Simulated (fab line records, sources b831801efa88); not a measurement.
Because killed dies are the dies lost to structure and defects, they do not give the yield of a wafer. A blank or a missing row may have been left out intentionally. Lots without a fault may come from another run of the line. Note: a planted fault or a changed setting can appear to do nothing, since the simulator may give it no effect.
What tool caused it? | flow sky130 | Sampling: 12 lots, 36 wafers, 4 of 708 route steps

## WHAT THE GAUGES SHOWED, per wafer
SKY_SONOS_TUNNEL_TW_MEAS_12. Usual: for SONOS_TUNNEL_TW the level is 197.5 and the standard deviation is 1.9.
lot  | measured     | on           | SONOS_TUNNEL_TW   | flag
L667 | day 11 19:44 | filmMetro-04 | 197.8 198.4 198.8 | 
L668 | day 12 02:43 | filmMetro-03 | 194.5 195.2 195.8 | 
L671 | day 13 03:12 | filmMetro-04 | 198.5 197.7 197.3 | 
L672 | day 13 15:08 | filmMetro-03 | 195.2 195.8 196.2 | 
L674 | day 14 01:52 | filmMetro-03 | 194.7 195.4 194.0 | 
L676 | day 14 22:35 | filmMetro-03 | 194.0 194.1 195.3 | 
L680 | day 16 12:21 | filmMetro-03 | 196.7 196.2 196.4 | 
L681 | day 16 21:56 | filmMetro-03 | 195.4 196.8 196.2 | 
L683 | day 17 03:02 | filmMetro-02 | 198.9 198.9 199.3 | 
L687 | day 18 14:43 | filmMetro-02 | 202.0 201.1 200.9 | 
L688 | day 18 19:13 | filmMetro-02 | 202.3 200.8 201.5 | 
L689 | day 19 01:52 | filmMetro-04 | 199.1 197.3 197.8 | 

SKY_LDD_LDN_OVL_MEAS_07. Usual: for LDD_LDN_OVL the level is -0.2 nm and the standard deviation is 1.1.
lot  | measured     | on         | LDD_LDN_OVL (nm) | flag
L667 | day 23 09:26 | overlay-02 | -0.5 -0.1 0.4    | 
L668 | day 23 20:13 | overlay-01 | 0.9 0.9 0.9      | 
L671 | day 24 22:11 | overlay-01 | -2.3 -1.6 -2.1   | 
L672 | day 25 06:56 | overlay-02 | 0.8 -1.0 1.1     | 
L674 | day 26 19:41 | overlay-02 | 0.3 0.8 0.9      | 
L676 | day 26 20:29 | overlay-02 | 0.5 -1.6 -1.6    | 
L680 | day 28 08:07 | overlay-01 | -0.2 -0.2 -0.2   | 
L681 | day 28 17:55 | overlay-02 | -0.7 -1.1 -0.5   | 
L683 | day 28 23:49 | overlay-01 | 0.5 -1.0 0.7     | 
L687 | day 30 10:26 | overlay-02 | 1.0 0.9 0.7      | 
L688 | day 30 19:02 | overlay-02 | -2.3 -1.6 -0.6   | 
L689 | day 30 19:35 | overlay-01 | -2.1 -1.1 -3.3   | 

## WHICH TOOL RAN EACH LOT (tool, then ch and the chambers of the sampled wafers, then the start)
lot  | SKY_LDD_HVP_COAT_02              | SKY_LDD_HVP_STRIP_09
L667 | lithoTrack-01 ch 0, day 21 11:11 | plasmaAsher-04 ch 0,1, day 22 02:40
L668 | lithoTrack-04 ch 0, day 21 22:32 | plasmaAsher-04 ch 0,1, day 22 13:55
L671 | lithoTrack-04 ch 0, day 23 01:44 | plasmaAsher-04 ch 0,1, day 23 16:34
L672 | lithoTrack-04 ch 0, day 23 10:28 | plasmaAsher-02 ch 0,1, day 24 01:52
L674 | lithoTrack-04 ch 0, day 24 22:56 | plasmaAsher-03 ch 0,1, day 25 14:25
L676 | lithoTrack-01 ch 0, day 24 23:47 | plasmaAsher-03 ch 0,1, day 25 15:16
L680 | lithoTrack-03 ch 0, day 26 13:38 | plasmaAsher-04 ch 0,1, day 27 04:01
L681 | lithoTrack-03 ch 0, day 26 22:40 | plasmaAsher-03 ch 0,1, day 27 12:52
L683 | lithoTrack-03 ch 0, day 27 04:44 | plasmaAsher-03 ch 0, day 27 19:43
L687 | lithoTrack-04 ch 0, day 28 15:19 | plasmaAsher-02 ch 0, day 29 06:22
L688 | lithoTrack-01 ch 0, day 28 23:27 | plasmaAsher-04 ch 0,1, day 29 14:22
L689 | lithoTrack-01 ch 0, day 29 00:38 | plasmaAsher-04 ch 0,1, day 29 15:19
- SKY_LDD_HVP_COAT_02: resist thk 300 nm.
- SKY_LDD_HVP_STRIP_09: strips in O2/N2.

## AS READ BY THE TOOLS THEMSELVES (means over the sampled wafers that have a number; for cases with no such wafer, the mark the record gives instead)
SKY_LDD_HVP_COAT_02. Usual: chillPlateTempC 23.00 C, standard deviation 0.11.
lot  | tool          | chillPlateTempC (C) | flag
L667 | lithoTrack-01 | 23.08               | 
L668 | lithoTrack-04 | 23.11               | 
L671 | lithoTrack-04 | 22.99               | 
L672 | lithoTrack-04 | 22.97               | 
L674 | lithoTrack-04 | 23.04               | 
L676 | lithoTrack-01 | 22.90               | 
L680 | lithoTrack-03 | 23.02               | 
L681 | lithoTrack-03 | 22.87               | 
L683 | lithoTrack-03 | 22.98               | 
L687 | lithoTrack-04 | 23.11               | 
L688 | lithoTrack-01 | 22.87               | 
L689 | lithoTrack-01 | 22.95               | 

SKY_LDD_HVP_STRIP_09. Usual: drypumpMotorCurrentA 5.5 A, standard deviation 0.36; oesProductAu 0.408 a.u., standard deviation 0.0042; stripTimeToEndpointS 4.135 s, standard deviation 0.016.
lot  | tool           | drypumpMotorCurrentA (A) | oesProductAu (a.u.) | stripTimeToEndpointS (s) | flag
L667 | plasmaAsher-04 | 5.5                      | 0.406               | 4.115                    | 
L668 | plasmaAsher-04 | 5.5                      | 0.407               | 4.128                    | 
L671 | plasmaAsher-04 | 5.4                      | 0.406               | 4.137                    | 
L672 | plasmaAsher-02 | 5.6                      | 0.405               | 4.136                    | 
L674 | plasmaAsher-03 | 6.0                      | 0.403               | 4.128                    | 
L676 | plasmaAsher-03 | 6.0                      | 0.404               | 4.122                    | 
L680 | plasmaAsher-04 | 5.3                      | 0.419               | 4.434                    | OFF
L681 | plasmaAsher-03 | 5.8                      | 0.419               | 4.445                    | OFF
L683 | plasmaAsher-03 | 5.7                      | 0.420               | 4.438                    | OFF
L687 | plasmaAsher-02 | 5.2                      | 0.408               | 4.138                    | 
L688 | plasmaAsher-04 | 5.3                      | 0.410               | 4.140                    | 
L689 | plasmaAsher-04 | 5.3                      | 0.413               | 4.160                    | 

## THE ANSWER, worked out from the rows above alone
Rule: a lot counts as off when the mean over its wafers that have a number is more than 3 standard deviations away from the usual mean. Also off: a lot with no number at a reading for which 4 or more lots have one. The other lots that the step has rows for count as sound. The gauges are gone through in route order, then the tools' own readings, and for those a lot's mean is taken as printed above. At the first step where some lot is off, the reading lying furthest off is the one used; lots without a number count as furthest.
Off, at SKY_LDD_HVP_STRIP_09 on stripTimeToEndpointS: L680, L681, L683.
A tool fits if, at that step or a process step before it, it ran every lot that is off, and no sound lot after the first of them. One fits: lithoTrack-03 at SKY_LDD_HVP_COAT_02. It ran no sound lot before its first lot that is off in this sample, so the start can't be narrowed down.

## WHAT THE SIMULATOR HAD PUT IN
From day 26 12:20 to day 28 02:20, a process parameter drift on lithoTrack-03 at SKY_LDD_HVP_COAT_02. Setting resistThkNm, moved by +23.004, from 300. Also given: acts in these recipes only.
Lots struck among those shown: L680, L681, L683. The rule above reached the same finding.
